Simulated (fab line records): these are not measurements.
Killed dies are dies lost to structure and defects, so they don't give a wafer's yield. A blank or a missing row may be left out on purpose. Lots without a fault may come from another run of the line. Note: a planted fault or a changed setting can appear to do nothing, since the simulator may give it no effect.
Comparing a struck lot with a sound one    flow sky130    15 steps out of a route of 708
Sound: wafers L374.1, L374.3, L374.6. Wafers L383.1, L383.2, L383.3 were the ones struck. The cause is named last.
For every step that has rows: the tool of each side, followed by ch and its chambers, followed by its first start. Under that, the readings that differ: sound wafers    struck wafers    difference of the means    sigmas: that difference in standard deviations of wafers without a fault.
alike: readings with means less than 2 such deviations apart, plus words and numbers identical on both sides. not compared: withheld readings, readings lacking a value on some wafer, bounds such as >300 that could conceal the same value, and numbers that have no deviation in the record and whose values overlap.
A row with sigmas, a row that says differs or no value, or rows on one side alone: a step with any of these is where the two part. Numbers that have no deviation but don't overlap get no sigmas and don't part them. A reading missing from all wafers of one side parts the sides only when that side holds two or more wafers.

SKY_VIA3_STRIP_16: strips in O2/N2.
  sound on plasma_asher-02 ch 0,1, day 39 11:12; struck on plasma_asher-02 ch 0,1, day 42 12:39
  alike: drypump_motor_current_A, oes_product_au, strip_time_to_endpoint_s
  not compared: rf_hours_counter_h
then, 4 steps without rows for these wafers: SKY_VIA3_STRIP_17 (strips in post etch residue remover, time 1200 s); SKY_VIA3_CLEAN_18 (cleans in IPA, time 180 s); SKY_VIA3_CLEAN_19 (cleans in O3/DIW); SKY_VIA3_SPUTTER_20 (material TiN, target thk 20 nm, time 80 s).
SKY_VIA3_CVD_21: deposits W, target thk 390 nm, time 117.31 s.
  sound on cvd_w-01 ch 0,1, day 39 11:51; struck on cvd_w-02 ch 0,1, day 42 13:20
  alike: heater_power_w
SKY_VIA3_RS_MEAS_22: measures by four-point-probe.
  sound on film_metro-01, day 39 11:59; struck on film_metro-04, day 42 13:28
  alike: VIA3_W_RS
SKY_VIA3_THK_MEAS_23: measures by xrf.
  sound on film_metro-01, day 39 12:06; struck on film_metro-04, day 42 13:35
  alike: VIA3_W_THK
SKY_VIA3_CMP_24: polishes, stops on SiO2, t overpolish 20 s, target thk 0 nm.
  sound on cmp-01 ch 0,1,2, day 39 12:10; struck on cmp-01 ch 0,1,2, day 42 13:50
  alike: motor_current_A, overpolish_run_s, time_to_endpoint_s
SKY_METAL4_SPUTTER_00: material Ti, target thk 15 nm, time 10 s.
  sound on pvd_sputter-03, day 39 12:28; struck on pvd_sputter-04, day 42 14:08
  alike: cathode_dc_power_W, chamber_pressure_pa, throttle_valve_pct
SKY_METAL4_SPUTTER_01: material TiN, target thk 20 nm, time 16.7 s.
  sound on pvd_sputter-03, day 39 12:29; struck on pvd_sputter-04, day 42 14:10
  alike: cathode_dc_power_W, chamber_pressure_pa, throttle_valve_pct
then, 1 step without rows for these wafers: SKY_METAL4_SPUTTER_02 (material AlCu, target thk 735 nm, time 39.1 s).
SKY_METAL4_SPUTTER_03: material Ti, target thk 5 nm, time 3.3 s.
  sound on pvd_sputter-03, day 39 12:32; struck on pvd_sputter-04, day 42 14:14
  no value came back on the struck wafers for cathode_dc_power_W (W), chamber_pressure_pa (Pa), throttle_valve_pct (%); on the sound wafers cathode_dc_power_W (W) reads 2999.2 2999.0 2999.8
then, 1 step without rows for these wafers: SKY_METAL4_SPUTTER_04 (material TiN, target thk 70 nm, time 58.3 s).
-- the record jumps here: 6 days lie between the struck wafers' starts before and after (it left off in module METAL4 and takes up again in module PAD_OPEN, whose first step shown is number 708 of the route) --
SKY_PAD_OPEN_PROBE_99:
  sound on prober-02, day 45 11:57; struck on prober-01, day 48 04:35
reading                        sound                 struck                difference  sigmas
model.etest.via4_chain.rc_ohm  0.7595 0.7857 0.8158  0.9178 0.9486 0.9414  +0.1489     
  alike: defect_limited_yield, killed_at_M0_to_M3, killed_at_M4_up, killed_at_contacts, killed_at_front_end, killed_at_other, killed_dies, killed_open, killed_short, sort_bin_3_pad_short, sort_bin_5_function, sort_bin_6_memory, sort_n_pass, sort_yield_pct

WHERE THEY PART
SKY_METAL4_SPUTTER_03 only, going by this record. Later steps at which nothing parts them and some readings are alike: SKY_PAD_OPEN_PROBE_99.

WHY: what the simulator had put in
Step skipped in full: pvd_sputter-04, at SKY_METAL4_SPUTTER_03, from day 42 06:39 onward. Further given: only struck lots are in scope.
